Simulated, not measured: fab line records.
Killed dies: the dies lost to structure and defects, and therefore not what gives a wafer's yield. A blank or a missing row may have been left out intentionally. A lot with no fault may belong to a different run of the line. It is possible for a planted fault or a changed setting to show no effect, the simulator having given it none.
A lot that was struck, set against a sound lot || flow gf180mcu || 14 steps out of a route of 602
Sound: wafers L746.1, L746.3, L746.5. Wafers L752.3, L752.4, L752.6 were the ones struck. Last of all comes the cause.
Order at every step that has rows: each side's tool, ch and its chambers, its first start. Under that, the readings that differ: sound wafers || struck wafers || difference of the means || sigmas: that difference in standard deviations of wafers without a fault.
alike: readings with means less than 2 such deviations apart, plus words and numbers identical on both sides. not compared: withheld readings, readings lacking a value on some wafer, bounds such as >300 that could conceal the same value, and numbers that have no deviation in the record and whose values overlap.
A row with sigmas, a row that says differs or no value, or rows on one side alone: a step with any of these is where the two part. Numbers that have no deviation but don't overlap get no sigmas and don't part them. A reading missing from all wafers of one side parts the sides only when that side holds two or more wafers.

first, 8 steps without rows for these wafers: GF_V2_DEHYDRATE_06 (time 60 s); GF_V2_HMDS_07 (prime time 60 s); GF_V2_COAT_08; GF_V2_COAT_09 (resist thk 1000 nm); GF_V2_SOFTBAKE_10 (time 60 s); GF_V2_EXPOSE_11 (exposes mask Via2, target cd 260 nm); GF_V2_PEB_12 (peb time 87.81 s); GF_V2_DEVELOP_13 (develop time 60 s).
GF_V2_CD_MEAS_14: the cd target is 260 nm.
  struck on cd_sem-01, day 23 16:59; sound on cd_sem-01, day 21 10:02
  alike: cd_nm
GF_V2_OVL_MEAS_15:
  struck on overlay-02, day 23 17:04; sound on overlay-02, day 21 10:10
  alike: V2_OVL
GF_V2_ETCH_16: etches BARC in N2/H2.
  sound on rie_diel-03 ch 0,1,3, day 21 10:11; struck on rie_diel-01 ch 0,2,3, day 23 17:05
  alike: drypump_motor_current_A, h2_flow_sccm, n2_flow_sccm, oes_product_au, throttle_valve_pct
GF_V2_ETCH_17: etches SiO2 in C4F8/O2/Ar, stops on TiN, target depth 630 nm.
  sound: rie_diel-03 ch 0,1,3; struck: rie_diel-01 ch 0,2,3
  alike: oes_product_au
GF_V2_STRIP_18: strips in O2/N2.
  sound on plasma_asher-01 ch 0,1, day 21 10:19; struck on plasma_asher-04 ch 0,1, day 23 17:15
  no value came back on the struck wafers for any of 5 readings (chamber_pressure_mTorr (mTorr), drypump_motor_current_A (A) and others); on the sound wafers chamber_pressure_mTorr (mTorr) reads 1500.4 1499.9 1498.3
  not compared: rf_hours_counter_h
then, 1 step without rows for these wafers: GF_V2_STRIP_19 (strips in post etch residue remover, time 1200 s).

WHERE THEY PART
Only at GF_V2_STRIP_18, as far as this record shows.

WHY: what had been put in by the simulator
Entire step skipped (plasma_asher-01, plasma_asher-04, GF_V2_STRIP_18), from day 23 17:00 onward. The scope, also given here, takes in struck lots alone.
